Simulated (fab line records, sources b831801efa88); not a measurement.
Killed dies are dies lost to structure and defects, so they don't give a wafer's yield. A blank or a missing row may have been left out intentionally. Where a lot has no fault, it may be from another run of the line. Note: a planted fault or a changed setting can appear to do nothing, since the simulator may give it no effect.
Comparing a struck lot with a sound one | flow gf180mcu | 37 steps out of a route of 602
Sound: the wafers L432.1, L432.4, L432.5. Struck: wafer L446.3 (left out: L446.1, L446.6 of the same lot, which were not struck); the cause appears at the end.
For every step that has rows: the tool of each side, followed by ch and its chambers, followed by its first start. Under that, the readings that differ: sound wafers | struck wafers | difference of the means | sigmas: that difference in standard deviations of wafers without a fault.
alike: same words and numbers on both sides, and readings whose means sit less than 2 such deviations apart. not compared: any withheld reading, any reading some wafer has no value for, any bound like >300 that may hide the same value, and any number with overlapping values for which the record gives no deviation.
The two part at a step that has a row with sigmas, a row that says differs or no value, or rows on one side only. Numbers that have no deviation but don't overlap get no sigmas and don't part them. A reading missing from all wafers of one side parts the sides only when that side holds two or more wafers.

first, 2 steps without rows for these wafers: GF_M3_PEB_12 (peb time 90 s); GF_M3_DEVELOP_13 (develop time 60 s).
GF_M3_CD_MEAS_14: the cd target is 280 nm.
  sound: cd sem-02 at day 21 17:21; struck: cd sem-02 at day 26 18:20
  alike: cd nm
GF_M3_OVL_MEAS_15:
  sound: overlay-02 at day 21 17:28; struck: overlay-01 at day 26 18:28
  alike: M3_OVL
then, 1 step without rows for these wafers: GF_M3_METAL_ETCH_16 (etches the open film in Cl2/BCl3, stops on SiO2, target depth 627.5 nm, time 104.6 s).
GF_M3_STRIP_17: strips in O2/N2.
  sound on plasma asher-03 ch 0,1, day 21 17:37; struck on plasma asher-03 ch 1, day 26 18:37
  alike: drypump motor current A, heater power w, o2 flow sccm, oes product au, platen temp c, strip time to endpoint s
  not compared: rf hours counter h
then, 3 steps without rows for these wafers: GF_M3_STRIP_18 (strips in post etch residue remover, time 1200 s); GF_M3_CLEAN_19 (cleans in DIW); GF_V3_CVD_00 (deposits SiO2, target thk 600 nm, time 100 s).
GF_V3_THK_MEAS_01:
  sound: film metro-03 at day 21 18:13; struck: film metro-01 at day 26 19:33
  alike: V3_CVD_00_THK
then, 1 step without rows for these wafers: GF_V3_CVD_02 (deposits SiO2 from TEOS, target thk 850 nm, time 94.851 s).
GF_V3_THK_MEAS_03:
  sound: film metro-01 at day 21 18:21; struck: film metro-02 at day 26 19:41
  alike: V3_CVD_02_THK
GF_V3_CMP_04: polishes SiO2.
  sound on cmp-02 ch 0,1, day 21 18:25; struck on cmp-01 ch 0, day 26 19:44
  reading                             | sound             | struck | difference | sigmas
  time to endpoint s (s)              | 78 78 82          | 13     | -66        | -11
  model.SiO2_of_V3_CVD_02.thk nm (nm) | 631.7 629.5 632.4 | 789.9  | +158.7     |
  alike: edge zone pressure frac, motor current A
GF_V3_BOW_MEAS_05:
  sound: film metro-01 at day 21 18:43; struck: film metro-02 at day 26 20:02
  alike: V3_BOW
then, 8 steps without rows for these wafers: GF_V3_DEHYDRATE_06 (time 60 s); GF_V3_HMDS_07 (prime time 60 s); GF_V3_COAT_08; GF_V3_COAT_09 (resist thk 1000 nm); GF_V3_SOFTBAKE_10 (time 60 s); GF_V3_EXPOSE_11 (exposes mask Via3, target cd 260 nm); GF_V3_PEB_12 (peb time 90 s); GF_V3_DEVELOP_13 (develop time 60 s).
GF_V3_CD_MEAS_14: the cd target is 260 nm.
  sound: cd sem-01 at day 22 18:22; struck: cd sem-02 at day 27 16:11
  reading    | sound             | struck | difference | sigmas
  cd nm (nm) | 260.2 260.4 261.3 | 257.5  | -3.1       | -2
GF_V3_OVL_MEAS_15:
  sound: overlay-02 at day 22 18:29; struck: overlay-02 at day 27 16:19
  reading     | sound     | struck | difference | sigmas
  V3_OVL (nm) | -8 -6 -12 | 4      | +13        | +3
GF_V3_ETCH_16: etches BARC in N2/H2.
  sound on rie diel-01 ch 2,3, day 22 18:31; struck on rie diel-02 ch 1, day 27 16:20
  reading                     | sound             | struck | difference | sigmas
  drypump motor current A (A) | 6.4 6.3 6.4       | 5.0    | -1.4       | -2
  rf fwd power W (W)          | 494.1 493.9 494.4 | 498.5  | +4.4       | +2
  alike: oes product au, throttle valve pct
GF_V3_ETCH_17: etches SiO2 in C4F8/O2/Ar, stops on TiN, target depth 635 nm.
  sound on rie diel-01 ch 2,3; struck on rie diel-02 ch 1
  reading                        | sound             | struck | difference | sigmas
  oes product au (a.u.)          | 0.851 0.857 0.853 | 0.965  | +0.111     | +24
  model.V3.feature depth nm (nm) | 631.7 629.5 632.4 | 789.9  | +158.7     |
  model.etch.depth nm (nm)       | 631.7 629.5 632.4 | 789.9  | +158.7     |
  alike: rf fwd power W
then, 4 steps without rows for these wafers: GF_V3_STRIP_18 (strips in O2/N2); GF_V3_STRIP_19 (strips in post etch residue remover, time 1200 s); GF_V3_CLEAN_20 (cleans in DIW); GF_V3_SPUTTER_21 (material Ti, target thk 15 nm, time 80.02 s).
GF_V3_SPUTTER_22: material TiN, target thk 10 nm, time 40 s.
  sound: pvd sputter-03 at day 22 19:15; struck: pvd sputter-02 at day 27 17:11
  alike: throttle valve pct
GF_V3_CVD_23: deposits W, target thk 350 nm, time 104.9 s.
  sound on cvd w-01 ch 0,1, day 22 19:17; struck on cvd w-01 ch 0, day 27 17:13
  alike: heater power w
GF_V3_RS_MEAS_24: the measuring method here is four-point-probe.
  sound: film metro-03 at day 22 19:24; struck: film metro-02 at day 27 17:20
  alike: V3_W_RS
GF_V3_THK_MEAS_25: measures by xrf.
  sound: film metro-03 at day 22 19:31; struck: film metro-02 at day 27 17:27
  alike: V3_W_THK
GF_V3_CMP_26: polishes, stops on SiO2, t overpolish 15 s, target thk 0 nm.
  sound on cmp-02 ch 0,2,3, day 22 19:41; struck on cmp-02 ch 1, day 27 17:31
  reading                             | sound             | struck | difference | sigmas
  model.SiO2_of_V3_CVD_02.thk nm (nm) | 627.9 625.7 628.7 | 786.1  | +158.7     |
  alike: edge zone pressure frac, motor current A
GF_M4_SPUTTER_00: material Ti, target thk 37.5 nm, time 150 s.
  sound: pvd sputter-02 at day 22 19:53; struck: pvd sputter-02 at day 27 17:49
  alike: throttle valve pct
-- the record jumps here: 6 days lie between the struck wafers' starts before and after (it left off in module M4 and takes up again in module PASSIVATION, whose first step shown is number 602 of the route) --
GF_PASSIVATION_PROBE_99:
  sound: prober-01 at day 29 08:19; struck: prober-01 at day 33 09:06
  reading                               | sound               | struck | difference | sigmas
  model.etest.via3 chain.rc ohm         | 5.94 6.399 6.325    | 9.566  | +3.345     |
  model.etest.met4 comb.leak log10 a um | -11.98 -11.8 -11.87 | -9.594 | +2.289     |

== WHERE THEY PART ==
Earliest at GF_V3_CMP_04; latest, in this record, at GF_V3_ETCH_17. Later steps at which nothing parts them and some readings are alike: GF_V3_SPUTTER_22, GF_V3_CVD_23, GF_V3_RS_MEAS_24, GF_V3_THK_MEAS_25, GF_V3_CMP_26, GF_M4_SPUTTER_00.

WHY: whatever the simulator had introduced
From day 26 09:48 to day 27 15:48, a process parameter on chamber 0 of cmp-01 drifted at GF_V3_CMP_04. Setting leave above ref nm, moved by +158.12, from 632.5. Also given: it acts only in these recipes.
